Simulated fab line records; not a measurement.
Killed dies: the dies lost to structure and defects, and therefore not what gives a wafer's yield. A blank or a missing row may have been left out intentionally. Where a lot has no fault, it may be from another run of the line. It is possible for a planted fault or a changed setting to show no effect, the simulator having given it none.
fab line records	flow sky130
[record] lots = 15	wafers = 45	lastDay = 51
route steps=708 shown VIA2@521 METAL3@535 CAPM@539
lots with no fault: from the same line, run without faults
startH: hours from the record's first day to the start of the lot's first wafer shown	waitH: hours elapsed since this lot's preceding step	" unchanged from the row above	L1.1+2: a row that stands for several wafers	- no value present, or no start provided	* or withheld: withheld	< > ~ a bound
route shown NAME@n: NAME is a module with steps in the file, n the number in the route of the first one	usual: mean/standard deviation taken from wafers without a fault	same: alike in all rows	chamber/n: place in a boat	sites: each site's reading	_std_site: how widely they spread, as a standard deviation	_edge_site: the outer-site mean with the inner-site mean subtracted	radiusMm: how far each site lies from the wafer's centre	mask NAME#n: copy n	behind: the last tool/chamber to shape the wafer	hold: what put the lot on hold/how long, in hours/how the hold closed	device: names the non-switching transistor (n, p or np)	end of line: the same wafers' tests at the end of the route	where a step has no rows: the recipe by itself	killed: the dies lost at the first sort to structure and to defects; this is not the yield of the wafer	map: a wafer's dies, marking killed ones x, the rest . and places with no die _
set.NAME: the setting that was run; set.NAME@STEP: the one run at that earlier step	model.NAME: the simulator's own value behind a step, which no gauge read
steps of the route over a sample of lots; a table a step, a row a wafer
services: from which hour (startH, from the record's first day; less than 0 if before it) a tool's chamber was out of use, for how many hours, and why
[[steps]]
[step SKY_VIA2_ETCH_14]
[recipe] chemistry = N2/H2	target = BARC	ionEnergyEv = 200	sourceW = 500	biasW = 100	pressureMtorr = 30	n2FlowSccm = 100	h2FlowSccm = 200	stopOn = SiO2	timeS = 45.9	targetDepthA = 600
[usual] biasW = 100.0/0.3	drypumpMotorCurrentA = 5.7/0.46	oesProductAu = 0.855/0.0049	throttleValvePct = 13.225/0.0096
lot.wafer	tool	chamber	startH	waitH	biasW	drypumpMotorCurrentA	oesProductAu	rfHoursCounterH	throttleValvePct
L864.1	rieDiel-03	2	873.66	0.0	100.3	5.7	0.856	3	13.237
L864.3	"	0	"	"	100.3	5.5	0.862	18	13.213
L864.5	"	0	"	"	100.1	5.5	0.851	-	13.215
L867.3	rieDiel-01	1	873.99	0.0	99.9	5.7	0.858	18	13.232
L867.5	"	0	"	"	99.9	6.5	0.858	-	13.219
L867.6	"	3	"	"	100.3	5.5	0.847	-	13.226
L870.1	rieDiel-01	0	876.14	0.0	99.2	6.5	0.859	11	13.228
L870.4	"	2	"	"	100.4	6.3	0.856	5	13.216
L870.6	"	2	"	"	99.7	6.3	0.857	-	13.212
L872.2	rieDiel-01	1	904.79	0.0	99.8	5.6	0.858	18	13.233
L872.3	"	3	"	"	100.0	5.4	0.851	6	13.231
L872.4	"	2	"	"	100.7	6.4	0.847	5	13.223
L873.1	rieDiel-01	3	905.49	0.0	100.0	5.5	0.851	6	13.214
L873.4	"	2	"	"	100.0	6.3	0.847	5	13.212
L873.6	"	2	"	"	100.7	6.4	0.850	-	13.230
L874.4	rieDiel-03	0	911.59	0.0	100.2	5.5	0.861	19	13.237
L874.5	"	1	"	"	100.1	4.7	0.854	-	13.224
L874.6	"	2	"	"	99.7	5.7	0.856	-	13.216
L876.1	rieDiel-03	0	1013.89	0.0	99.5	5.5	0.857	22	13.228
L876.2	"	3	"	"	99.9	5.7	0.856	18	13.226
L876.3	"	1	"	"	100.4	4.7	0.854	14	13.230
L877.2	rieDiel-04	0	1018.34	0.0	99.9	5.5	0.859	17	13.227
L877.5	"	2	"	"	99.9	5.8	0.854	-	13.232
L877.6	"	3	"	"	100.4	6.0	0.845	-	13.232
L883.1	rieDiel-03	0	1019.49	0.0	100.1	5.5	0.857	22	13.212
L883.2	"	2	"	"	100.4	5.7	0.856	7	13.229
L883.6	"	0	"	"	100.7	5.5	0.855	-	13.221
L878.3	rieDiel-01	1	1019.69	0.0	99.9	5.6	0.855	21	13.217
L878.4	"	0	"	"	99.2	6.5	0.853	15	13.207
L878.6	"	1	"	"	99.6	5.6	0.849	-	13.211
L875.2	rieDiel-03	0	1020.49	0.0	100.0	5.5	0.862	22	13.220
L875.4	"	3	"	"	99.5	5.7	0.857	18	13.220
L875.6	"	3	"	"	99.7	5.7	0.859	-	13.204
L885.1	rieDiel-01	1	1021.44	0.0	100.0	5.6	0.852	22	13.253
L885.2	"	3	"	"	100.1	5.5	0.853	10	13.234
L885.5	"	3	"	"	99.8	5.4	0.859	-	13.200
L881.4	rieDiel-04	3	1022.41	0.0	100.5	6.1	0.855	18	13.218
L881.5	"	3	"	"	100.1	6.0	0.867	-	13.231
L881.6	"	0	"	"	100.4	5.5	0.862	-	13.204
L880.1	rieDiel-04	3	1023.74	0.0	100.0	6.0	0.855	18	13.222
L880.5	"	0	"	"	99.9	5.5	0.854	-	13.219
L880.6	"	1	"	"	99.9	5.6	0.858	-	13.242
L887.1	rieDiel-03	3	1025.49	0.0	100.2	5.7	0.841	19	13.212
L887.2	"	0	"	"	100.3	5.5	0.860	22	13.237
L887.6	"	1	"	"	100.2	4.7	0.859	-	13.230
[step SKY_METAL3_SPUTTER_03]
[recipe] material = Ti	targetThkNm = 5	powerW = 3000	timeS = 3.3	chamberPressurePa = 0.4
[usual] cathodeDcPowerW = 3000.0/0.57	chamberPressurePa = 0.4000/0.00093	throttleValvePct = 29.9/1
lot.wafer	tool	chamber	startH	waitH	cathodeDcPowerW	chamberPressurePa	throttleValvePct
L864.1	pvdSputter-03	-	875.30	0.0	2999.7	0.3988	27.4
L864.3	"	-	"	"	3000.2	0.4017	30.0
L864.5	"	-	"	"	3000.3	0.3995	30.6
L867.3	pvdSputter-01	-	875.44	0.0	2999.4	0.4009	31.1
L867.5	"	-	"	"	2999.7	0.4009	29.6
L867.6	"	-	"	"	2999.6	0.4012	30.8
L870.1	pvdSputter-02	-	877.60	0.0	2999.6	0.3995	30.0
L870.4	"	-	"	"	3000.5	0.4001	30.5
L870.6	"	-	"	"	3000.1	0.4016	29.3
L872.2	pvdSputter-02	-	906.29	0.0	2998.9	0.3995	29.0
L872.3	"	-	"	"	3000.8	0.3992	30.0
L872.4	"	-	"	"	3000.9	0.3993	31.6
L873.1	pvdSputter-01	-	906.99	0.0	3000.6	0.3998	29.5
L873.4	"	-	"	"	3000.7	0.3986	29.1
L873.6	"	-	"	"	3000.1	0.3986	28.8
L874.4	pvdSputter-01	-	913.09	0.0	3000.3	0.3981	30.5
L874.5	"	-	"	"	2999.8	0.3986	30.5
L874.6	"	-	"	"	2999.9	0.3993	29.1
L876.1	pvdSputter-02	-	1015.41	0.0	2999.5	0.4007	31.5
L876.2	"	-	"	"	3000.1	0.3995	30.0
L876.3	"	-	"	"	3000.5	0.3980	29.0
L877.2	pvdSputter-03	-	1019.84	0.0	3000.9	0.3986	29.9
L877.5	"	-	"	"	2999.9	0.3986	30.7
L877.6	"	-	"	"	2999.4	0.3987	28.7
L883.1	pvdSputter-02	-	1021.03	0.0	2999.7	0.4001	31.5
L883.2	"	-	"	"	3001.4	0.3998	29.2
L883.6	"	-	"	"	3001.2	0.4009	31.6
L878.3	pvdSputter-01	-	1021.19	0.0	3000.3	0.4003	31.2
L878.4	"	-	"	"	2999.3	0.3988	29.6
L878.6	"	-	"	"	3000.4	0.3995	29.3
L875.2	pvdSputter-03	-	1021.95	0.0	2999.8	0.4015	30.8
L875.4	"	-	"	"	3000.1	0.3987	29.9
L875.6	"	-	"	"	3000.0	0.3991	29.9
L885.1	pvdSputter-02	-	1022.94	0.0	2999.8	0.4001	31.2
L885.2	"	-	"	"	3001.4	0.3993	29.7
L885.5	"	-	"	"	3000.0	0.3991	30.2
L881.4	pvdSputter-03	-	1023.88	0.0	3000.5	0.4000	28.8
L881.5	"	-	"	"	3000.0	0.3995	30.8
L881.6	"	-	"	"	2999.6	0.3995	30.2
L880.1	pvdSputter-01	-	1025.24	0.0	2999.5	0.3997	29.0
L880.5	"	-	"	"	2999.3	0.4011	30.6
L880.6	"	-	"	"	2999.8	0.4000	29.8
L887.1	pvdSputter-01	-	1027.41	0.0	2999.9	0.4000	29.5
L887.2	"	-	"	"	2999.4	0.4019	29.0
L887.6	"	-	"	"	2999.9	0.4004	29.5
[step SKY_METAL3_SPUTTER_04]
[recipe] material = TiN	targetThkNm = 70	powerW = 6500	timeS = 58.3	chamberPressurePa = 0.4
[usual] cathodeDcPowerW = 6500.0/1.2	chamberPressurePa = 0.4000/0.00073	throttleValvePct = 29.9/1
lot.wafer	tool	chamber	startH	waitH	cathodeDcPowerW	chamberPressurePa	throttleValvePct
L864.1	pvdSputter-03	-	875.32	0.0	6497.6	0.4001	27.4
L864.3	"	-	"	"	6502.2	0.3992	30.2
L864.5	"	-	"	"	6497.9	0.4001	30.9
L867.3	pvdSputter-01	-	875.46	0.0	6500.4	0.4005	31.0
L867.5	"	-	"	"	6501.6	0.4010	29.6
L867.6	"	-	"	"	6500.5	0.4020	30.5
L870.1	pvdSputter-02	-	877.61	0.0	6501.0	0.4011	29.6
L870.4	"	-	"	"	6499.5	0.4001	30.6
L870.6	"	-	"	"	6500.8	0.4001	28.8
L872.2	pvdSputter-02	-	906.30	0.0	6499.1	0.3994	29.0
L872.3	"	-	"	"	6501.0	0.3999	30.1
L872.4	"	-	"	"	6500.0	0.3998	31.5
L873.1	pvdSputter-01	-	907.01	0.0	6500.7	0.3998	29.5
L873.4	"	-	"	"	6502.2	0.4002	29.1
L873.6	"	-	"	"	6499.3	0.4003	28.8
L874.4	pvdSputter-01	-	913.11	0.0	6500.4	0.3998	30.6
L874.5	"	-	"	"	6501.8	0.3993	30.4
L874.6	"	-	"	"	6498.9	0.3998	29.2
L876.1	pvdSputter-02	-	1015.43	0.0	6502.8	0.3999	31.4
L876.2	"	-	"	"	6499.2	0.3991	29.9
L876.3	"	-	"	"	6501.5	0.3994	29.0
L877.2	pvdSputter-03	-	1019.86	0.0	6500.0	0.4004	30.0
L877.5	"	-	"	"	6501.4	0.3998	30.9
L877.6	"	-	"	"	6500.7	0.3990	28.8
L883.1	pvdSputter-02	-	1021.04	0.0	6499.2	0.3995	31.7
L883.2	"	-	"	"	6500.0	0.4019	29.0
L883.6	"	-	"	"	6497.7	0.4006	31.3
L878.3	pvdSputter-01	-	1021.21	0.0	6500.3	0.3993	31.0
L878.4	"	-	"	"	6501.0	0.3990	29.7
L878.6	"	-	"	"	6500.1	0.3987	29.8
L875.2	pvdSputter-03	-	1021.97	0.0	6500.5	0.3991	31.0
L875.4	"	-	"	"	6500.9	0.4002	30.3
L875.6	"	-	"	"	6501.5	0.4000	30.2
L885.1	pvdSputter-02	-	1022.96	0.0	6500.6	0.4000	31.3
L885.2	"	-	"	"	6499.6	0.3993	29.7
L885.5	"	-	"	"	6500.0	0.3991	30.1
L881.4	pvdSputter-03	-	1023.90	0.0	6499.3	0.4000	28.9
L881.5	"	-	"	"	6500.6	0.4001	30.8
L881.6	"	-	"	"	6503.2	0.3997	29.9
L880.1	pvdSputter-01	-	1025.26	0.0	6500.5	0.3992	29.1
L880.5	"	-	"	"	6500.3	0.3997	31.2
L880.6	"	-	"	"	6500.8	0.3984	29.5
L887.1	pvdSputter-01	-	1027.42	0.0	6498.6	0.4004	29.6
L887.2	"	-	"	"	6500.3	0.4003	28.8
L887.6	"	-	"	"	6499.8	0.4012	29.6
[step SKY_CAPM_SPUTTER_02]
[recipe] material = TiN	targetThkNm = 200	tempC = 300	powerW = 6500	timeS = 166.7	chamberPressurePa = 0.4
[usual] cathodeDcPowerW = 6500.1/1.2	chamberPressurePa = 0.3999/0.00075	susceptorTempC = 299.98/0.18	throttleValvePct = 30.2/0.92
lot.wafer	tool	chamber	startH	waitH	cathodeDcPowerW	chamberPressurePa	susceptorTempC	throttleValvePct
L864.1	pvdSputter-04	-	875.45	0.1	6502.4	0.3997	300.12	32.0
L864.3	"	-	"	"	6501.0	0.3977	300.30	29.7
L864.5	"	-	"	"	6499.9	0.3995	300.14	29.7
L867.3	pvdSputter-02	-	875.59	0.0	6500.5	0.3993	300.12	30.7
L867.5	"	-	"	"	6499.1	0.3998	300.09	31.3
L867.6	"	-	"	"	6501.0	0.3992	300.00	28.9
L870.1	pvdSputter-01	-	877.75	0.1	6501.5	0.4003	299.93	30.8
L870.4	"	-	"	"	6500.7	0.3996	299.88	31.0
L870.6	"	-	"	"	6501.3	0.4000	299.98	29.3
L872.2	pvdSputter-04	-	906.43	0.0	6498.3	0.3997	299.97	29.9
L872.3	"	-	"	"	6499.9	0.4011	299.96	32.0
L872.4	"	-	"	"	6502.0	0.3994	299.77	29.2
L873.1	pvdSputter-02	-	907.14	0.1	6498.9	0.3989	300.07	30.0
L873.4	"	-	"	"	6497.3	0.3993	300.08	31.4
L873.6	"	-	"	"	6498.0	0.3997	299.98	31.4
L874.4	pvdSputter-04	-	913.25	0.0	6501.8	0.4007	299.81	30.1
L874.5	"	-	"	"	6499.4	0.3998	299.81	30.1
L874.6	"	-	"	"	6500.5	0.3998	299.69	29.9
L876.1	pvdSputter-01	-	1015.56	0.1	6500.2	0.4001	299.90	31.0
L876.2	"	-	"	"	6501.0	0.3992	300.05	30.6
L876.3	"	-	"	"	6501.9	0.4000	300.13	29.2
L877.2	pvdSputter-04	-	1019.99	0.0	6501.8	0.3991	299.67	29.9
L877.5	"	-	"	"	6500.5	0.3994	299.55	29.9
L877.6	"	-	"	"	6498.8	0.4002	299.93	31.8
L883.1	pvdSputter-04	-	1021.17	0.1	-	-	-	-
L883.2	"	-	"	"	-	-	-	-
L883.6	"	-	"	"	-	-	-	-
L878.3	pvdSputter-02	-	1021.34	0.0	-	-	-	-
L878.4	"	-	"	"	-	-	-	-
L878.6	"	-	"	"	-	-	-	-
L875.2	pvdSputter-01	-	1022.10	0.0	-	-	-	-
L875.4	"	-	"	"	-	-	-	-
L875.6	"	-	"	"	-	-	-	-
L885.1	pvdSputter-01	-	1023.09	0.1	6500.8	0.4001	300.06	28.9
L885.2	"	-	"	"	6499.0	0.3998	299.93	29.8
L885.5	"	-	"	"	6501.1	0.3995	299.91	31.1
L881.4	pvdSputter-02	-	1024.03	0.0	6499.8	0.4002	299.66	29.2
L881.5	"	-	"	"	6499.5	0.3989	299.79	29.9
L881.6	"	-	"	"	6499.0	0.4000	300.16	29.0
L880.1	pvdSputter-01	-	1025.39	0.1	6501.2	0.4003	299.77	29.0
L880.5	"	-	"	"	6500.5	0.3981	299.78	31.0
L880.6	"	-	"	"	6503.6	0.4004	300.10	28.9
L887.1	pvdSputter-01	-	1027.57	0.1	6500.9	0.3996	300.29	29.1
L887.2	"	-	"	"	6501.1	0.3990	300.01	29.7
L887.6	"	-	"	"	6500.6	0.3993	300.16	29.4
[step SKY_CAPM_RS_MEAS_03]
[recipe] thkMeasGauge = four-point-probe	reads = TiN_of_CAPM_SPUTTER_02
[usual] CAPM_TIN_RS = 6.89/0.083
lot.wafer	tool	chamber	startH	waitH	hold	CAPM_TIN_RS[ohm/sq]
L864.1	filmMetro-03	-	875.56	0.1	-	6.88
L864.3	"	-	"	"	-	6.79
L864.5	"	-	"	"	-	6.78
L867.3	filmMetro-04	-	875.74	0.1	-	6.98
L867.5	"	-	"	"	-	7.03
L867.6	"	-	"	"	-	6.98
L870.1	filmMetro-03	-	877.85	0.1	-	6.78
L870.4	"	-	"	"	-	6.73
L870.6	"	-	"	"	-	6.85
L872.2	filmMetro-03	-	906.56	0.1	-	6.96
L872.3	"	-	"	"	-	6.96
L872.4	"	-	"	"	-	6.97
L873.1	filmMetro-03	-	907.25	0.1	-	6.93
L873.4	"	-	"	"	-	6.88
L873.6	"	-	"	"	-	6.92
L874.4	filmMetro-01	-	913.42	0.1	-	6.80
L874.5	"	-	"	"	-	6.80
L874.6	"	-	"	"	-	6.74
L876.1	filmMetro-04	-	1015.67	0.1	-	7.01
L876.2	"	-	"	"	-	6.90
L876.3	"	-	"	"	-	7.01
L877.2	filmMetro-04	-	1020.12	0.1	-	6.77
L877.5	"	-	"	"	-	6.75
L877.6	"	-	"	"	-	6.79
L883.1	filmMetro-04	-	1021.28	0.1	awaitDispo/0.2h/release	-
L883.2	"	-	"	"	awaitDispo/0.2h/release	-
L883.6	"	-	"	"	awaitDispo/0.2h/release	-
L883.1	filmMetro-04	-	1021.57	0.3	-	-
L883.2	"	-	"	"	-	-
L883.6	"	-	"	"	-	-
L878.3	filmMetro-03	-	1021.49	0.1	awaitDispo/0.2h/release	-
L878.4	"	-	"	"	awaitDispo/0.2h/release	-
L878.6	"	-	"	"	awaitDispo/0.2h/release	-
L878.3	filmMetro-03	-	1021.77	0.3	-	-
L878.4	"	-	"	"	-	-
L878.6	"	-	"	"	-	-
L875.2	filmMetro-04	-	1022.23	0.1	awaitDispo/0.2h/release	-
L875.4	"	-	"	"	awaitDispo/0.2h/release	-
L875.6	"	-	"	"	awaitDispo/0.2h/release	-
L875.2	filmMetro-04	-	1022.51	0.3	-	-
L875.4	"	-	"	"	-	-
L875.6	"	-	"	"	-	-
L885.1	filmMetro-01	-	1023.20	0.1	-	6.95
L885.2	"	-	"	"	-	6.87
L885.5	"	-	"	"	-	6.89
L881.4	filmMetro-01	-	1024.20	0.1	-	6.95
L881.5	"	-	"	"	-	6.96
L881.6	"	-	"	"	-	6.94
L880.1	filmMetro-01	-	1025.50	0.1	-	6.74
L880.5	"	-	"	"	-	6.71
L880.6	"	-	"	"	-	6.77
L887.1	filmMetro-03	-	1027.67	0.1	-	7.00
L887.2	"	-	"	"	-	7.00
L887.6	"	-	"	"	-	7.02
[[services]]
tool	chamber	startH	hours	kind
pvdSputter-02	-	854.01	5.1	repair
rieDiel-03	-	859.90	1.2	repair
rieDiel-03	1	868.38	2.9	repair
rieDiel-01	1	908.22	4.1	repair
rieDiel-03	3	923.47	2.0	repair
rieDiel-04	1	926.97	3.1	repair
rieDiel-01	1	934.73	6.3	repair
rieDiel-04	0	935.76	7.4	repair
rieDiel-04	2	936.33	6.2	repair
pvdSputter-03	2	951.53	-	consumableReplace:kit
pvdSputter-03	2	951.53	18.0	scheduledDown
pvdSputter-03	2	951.53	18.0	ventCycle
rieDiel-04	3	952.28	4.5	repair
rieDiel-04	0	954.12	18.0	repair
pvdSputter-04	-	992.80	5.1	repair
pvdSputter-02	1	1001.83	-	consumableReplace:kit
pvdSputter-02	1	1001.83	18.0	scheduledDown
pvdSputter-02	1	1001.83	18.0	ventCycle
pvdSputter-01	-	1009.04	2.4	repair
rieDiel-01	-	1009.17	0.5	repair
[[key]]
[firstSign] step = SKY_CAPM_SPUTTER_02	reading = toolRecord	direction = missing
[effect] step = SKY_CAPM_RS_MEAS_03	reading = visit	direction = added
metAt SKY_CAPM_SPUTTER_02
struckLots L875,L878,L883
scrappedBehind SKY_CAPM_RS_MEAS_03 L875.2,L875.4,L875.6,L878.3,L878.4,L878.6,L883.1,L883.2,L883.6
notActingAt SKY_VIA2_ETCH_14,SKY_METAL3_SPUTTER_03,SKY_METAL3_SPUTTER_04
onsetBetween 1019.99 1021.17
[fault] kind = skippedStepWhole	tool = pvdSputter-01,pvdSputter-02,pvdSputter-04	chamber = -	onsetH = 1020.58	steps = SKY_CAPM_SPUTTER_02	scope = struckLotsOnly
